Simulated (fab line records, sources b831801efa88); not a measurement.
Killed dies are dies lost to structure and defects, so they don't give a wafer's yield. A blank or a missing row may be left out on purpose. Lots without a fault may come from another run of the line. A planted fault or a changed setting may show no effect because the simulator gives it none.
Tool commonality check | flow gf180mcu | 13 lots, 39 wafers sampled

WHY IT WAS OPENED
At GF_STI_THK_MEAS_02 the reading STI_OXIDATION_THK is flagged on 3 of 13 lots. Wafers without a fault read 10.03 nm, standard deviation 0.18.
Rule: a lot is flagged when every wafer of it that has a number lies more than 4 standard deviations from that mean, or none has a number. The other lots count as sound.

lot  | measured    | on            | STI_OXIDATION_THK (nm), wafer by wafer | flag
L158 | day 1 12:51 | film_metro-03 | 9.98 10.03 10.12                       |
L160 | day 1 21:31 | film_metro-02 | 10.32 10.24 10.24                      |
L162 | day 2 07:57 | film_metro-03 | 10.07 10.25 9.92                       |
L163 | day 2 12:49 | film_metro-02 | 9.77 9.91 10.11                        |
L164 | day 2 17:57 | film_metro-02 | 9.99 9.92 9.85                         |
L165 | day 2 22:32 | film_metro-01 | 9.80 10.01 9.84                        |
L169 | day 3 20:26 | film_metro-02 | 16.59 16.55 16.46                      | FLAGGED
L171 | day 4 07:02 | film_metro-03 | 16.24 16.70 16.51                      | FLAGGED
L174 | day 4 21:05 | film_metro-02 | 16.04 16.05 16.51                      | FLAGGED
L177 | day 5 10:31 | film_metro-02 | 9.92 9.93 9.91                         |
L178 | day 5 15:31 | film_metro-02 | 10.00 9.93 10.04                       |
L179 | day 5 20:50 | film_metro-01 | 10.23 10.10 10.05                      |
L180 | day 6 01:31 | film_metro-01 | 10.21 10.22 10.11                      |
The numbers of the flagged lots are 16.41 nm on average: +6.38 nm against the usual, or +35 standard deviations.

WHICH TOOL RAN EACH LOT
The record holds 1 process step before the reading, out of a route of 602 steps. In each cell: the tool, then ch and the chambers that the sampled wafers went through, then the start.
lot  | flag    | GF_STI_OXIDATION_01
L158 |         | furnace-02 ch 0, day 1 11:28
L160 |         | furnace-02 ch 0, day 1 20:07
L162 |         | furnace-02 ch 0, day 2 06:32
L163 |         | furnace-02 ch 0, day 2 11:26
L164 |         | furnace-01 ch 0, day 2 16:34
L165 |         | furnace-02 ch 0, day 2 21:07
L169 | FLAGGED | furnace-01 ch 0, day 3 17:07 and furnace-02 ch 0, day 3 19:02
L171 | FLAGGED | furnace-02 ch 0, day 4 03:07 and furnace-01 ch 0, day 4 05:38
L174 | FLAGGED | furnace-02 ch 0, day 4 18:07 and furnace-01 ch 0, day 4 19:41
L177 |         | furnace-01 ch 0, day 5 09:07
L178 |         | furnace-01 ch 0, day 5 14:07
L179 |         | furnace-02 ch 0, day 5 19:26
L180 |         | furnace-02 ch 0, day 6 00:07
What these steps do:
- GF_STI_OXIDATION_01: stabilise 600 s, purge 300 s, target thk 10 nm.
- GF_STI_THK_MEAS_02

FLAGGED OVER TOTAL, TOOL BY TOOL (the gauges that took the reading come last)
step                | tool          | lots run | flagged | share of the flagged lots | sound lots run after its first flagged lot
GF_STI_OXIDATION_01 | furnace-01    | 6        | 3       | all                       | 2 (L177,L178)
GF_STI_OXIDATION_01 | furnace-02    | 10       | 3       | all                       | 2 (L179,L180)
GF_STI_THK_MEAS_02  | film_metro-01 | 3        | 0       | none                      | -
GF_STI_THK_MEAS_02  | film_metro-02 | 7        | 2       | some                      | 2 (L177,L178)
GF_STI_THK_MEAS_02  | film_metro-03 | 3        | 1       | some                      | 0

WHAT THE TABLE ALLOWS
2 rows of the table ran every flagged lot: furnace-01 at GF_STI_OXIDATION_01, furnace-02 at GF_STI_OXIDATION_01.
- furnace-01 at GF_STI_OXIDATION_01: 3 of its 6 lots flagged. Sound lots ran on it after the first flagged one (L177, L178), which a lasting fault on the whole tool wouldn't allow.
- furnace-02 at GF_STI_OXIDATION_01: 3 of its 10 lots flagged. Sound lots ran on it after the first flagged one (L179, L180), which a lasting fault on the whole tool wouldn't allow.
No row of the table ran every flagged lot and no sound lot after the first.

WHAT THE SIMULATOR HAD PUT IN
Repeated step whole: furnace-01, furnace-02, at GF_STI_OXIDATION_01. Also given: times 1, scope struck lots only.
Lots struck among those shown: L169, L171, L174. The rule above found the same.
